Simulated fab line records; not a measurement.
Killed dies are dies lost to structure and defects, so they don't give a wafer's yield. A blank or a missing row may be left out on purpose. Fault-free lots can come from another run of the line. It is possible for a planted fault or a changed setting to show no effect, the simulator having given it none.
Which of the tools did it?    flow gf180mcu    Sampling: 15 lots, 45 wafers, 3 of 602 route steps

WHAT THE GAUGES READ, wafer by wafer
GF_VT_IMPLANT_RS_MEAS_48: uses a four-point probe to measure.
lot   measured      on             LVPWELL_RS (ohm/sq)
L993  day 7 16:17   film_metro-02  1204 1198 1204
L995  day 8 02:33   film_metro-02  1198 1200 1199
L996  day 8 06:45   film_metro-04  1201 1202 1199
L998  day 8 23:40   film_metro-01  1193 1198 1195
L999  day 9 05:04   film_metro-01  1194 1193 1191
L101  day 9 18:50   film_metro-02  1198 1195 1198
L102  day 10 01:20  film_metro-04  1199 1198 1198
L103  day 10 05:34  film_metro-02  1198 1202 1201
L104  day 10 17:56  film_metro-02  1198 1205 1203
L109  day 12 06:55  film_metro-04  1200 1197 1199
L110  day 12 12:08  film_metro-02  1198 1200 1200
L111  day 12 15:01  film_metro-02  1201 1201 1201
L112  day 12 21:40  film_metro-02  1202 1204 1204
L115  day 13 19:56  film_metro-04  1201 1202 1201
L116  day 14 02:44  film_metro-04  1196 1193 1195

WHAT TOOL EACH LOT RAN ON (gives the tool, then ch and the chambers of the sampled wafers, and finally the start)
lot   GF_VT_IMPLANT_STRIP_20                GF_VT_IMPLANT_STRIP_42
L993  plasma_asher-01 ch 0,1, day 6 08:04   plasma_asher-02 ch 0,1, day 7 15:43
L995  plasma_asher-01 ch 0,1, day 6 17:46   plasma_asher-01 ch 0,1, day 8 01:58
L996  plasma_asher-01 ch 0,1, day 6 22:04   plasma_asher-02 ch 0,1, day 8 06:11
L998  plasma_asher-04 ch 0,1, day 7 13:47   plasma_asher-02 ch 0,1, day 8 23:07
L999  plasma_asher-02 ch 0,1, day 7 19:28   plasma_asher-02 ch 0,1, day 9 04:29
L101  plasma_asher-02 ch 0,1, day 8 08:40   plasma_asher-01 ch 0,1, day 9 18:17
L102  plasma_asher-02 ch 0,1, day 8 13:32   plasma_asher-04 ch 0,1, day 10 00:35
L103  plasma_asher-02 ch 0,1, day 8 18:58   plasma_asher-01 ch 0,1, day 10 05:01
L104  plasma_asher-02 ch 0,1, day 9 05:41   plasma_asher-01 ch 0,1, day 10 17:23
L109  plasma_asher-02 ch 0,1, day 10 17:05  plasma_asher-01 ch 0,1, day 12 06:21
L110  plasma_asher-01 ch 0,1, day 10 21:52  plasma_asher-02 ch 0,1, day 12 11:35
L111  plasma_asher-01 ch 0,1, day 11 00:35  plasma_asher-02 ch 0,1, day 12 14:28
L112  plasma_asher-04 ch 0,1, day 11 06:40  plasma_asher-04 ch 1, day 12 21:06
L115  plasma_asher-01 ch 0,1, day 12 04:23  plasma_asher-04 ch 0,1, day 13 19:14
L116  plasma_asher-01 ch 0,1, day 12 10:39  plasma_asher-04 ch 0,1, day 14 02:11
- GF_VT_IMPLANT_STRIP_20: strips in O2/N2.
- GF_VT_IMPLANT_STRIP_42: strips in O2/N2.

WHAT THE TOOLS THEMSELVES READ (means of the sampled wafers that have a number; where no wafer has one, the mark that the record gives instead)
GF_VT_IMPLANT_STRIP_20.
lot   tool             drypump_motor_current_A (A)  heater_power_w (W)  oes_product_au (a.u.)  strip_time_to_endpoint_s (s)
L993  plasma_asher-01  6.06                         367                 0.715                  12.58
L995  plasma_asher-01  6.09                         371                 0.713                  12.65
L996  plasma_asher-01  6.07                         372                 0.716                  12.64
L998  plasma_asher-04  5.77                         364                 0.719                  12.65
L999  plasma_asher-02  5.98                         326                 0.716                  12.60
L101  plasma_asher-02  5.79                         345                 0.720                  12.65
L102  plasma_asher-02  5.78                         348                 0.714                  12.60
L103  plasma_asher-02  5.97                         330                 0.713                  12.66
L104  plasma_asher-02  5.99                         329                 0.713                  12.62
L109  plasma_asher-02  5.80                         348                 0.720                  12.64
L110  plasma_asher-01  6.17                         370                 0.716                  12.65
L111  plasma_asher-01  6.18                         367                 0.716                  12.61
L112  plasma_asher-04  5.95                         382                 0.717                  12.68
L115  plasma_asher-01  6.16                         360                 0.720                  12.59
L116  plasma_asher-01  6.18                         367                 0.711                  12.63

GF_VT_IMPLANT_STRIP_42.
lot   tool             drypump_motor_current_A (A)  heater_power_w (W)  oes_product_au (a.u.)  strip_time_to_endpoint_s (s)
L993  plasma_asher-02  5.97                         325                 0.712                  12.61
L995  plasma_asher-01  6.18                         363                 0.714                  12.63
L996  plasma_asher-02  5.98                         324                 0.716                  12.60
L998  plasma_asher-02  5.81                         353                 0.719                  12.63
L999  plasma_asher-02  5.81                         353                 0.720                  12.60
L101  plasma_asher-01  6.08                         372                 0.715                  12.66
L102  plasma_asher-04  5.94                         375                 0.718                  12.63
L103  plasma_asher-01  6.19                         367                 0.714                  12.61
L104  plasma_asher-01  6.18                         366                 0.715                  12.67
L109  plasma_asher-01  6.20                         368                 0.716                  12.65
L110  plasma_asher-02  5.80                         356                 0.714                  12.60
L111  plasma_asher-02  5.95                         328                 0.716                  12.61
L112  plasma_asher-04  5.59                         355                 0.714                  12.67
L115  plasma_asher-04  5.97                         383                 0.717                  12.67
L116  plasma_asher-04  5.93                         376                 0.719                  12.65

THE ANSWER, worked out from the rows above alone
Rule: usual is defined by the lots themselves. The widest of any qualifying gaps counts: lots, ordered by their means at a reading, are off when they make up no more than a third of the lots, leave a main group of 4 or more, and stand apart from it by 3 or more times the standard deviation of that group's means. If all means in a main group match to the digits the tables above print for the reading, that group is not used. Also off: a lot with no number at a reading for which 4 or more lots have one. All remaining lots with rows at the step are treated as sound. The gauges are gone through in route order, then the tools' own readings, and for those a lot's mean is taken as printed above. The first step at which some lot is off is used, and at that step the reading that is off furthest; a lot without a number counts as furthest.
No lot is off on any of the readings shown, so nothing can be concluded from this.

WHAT WAS PUT IN BY THE SIMULATOR
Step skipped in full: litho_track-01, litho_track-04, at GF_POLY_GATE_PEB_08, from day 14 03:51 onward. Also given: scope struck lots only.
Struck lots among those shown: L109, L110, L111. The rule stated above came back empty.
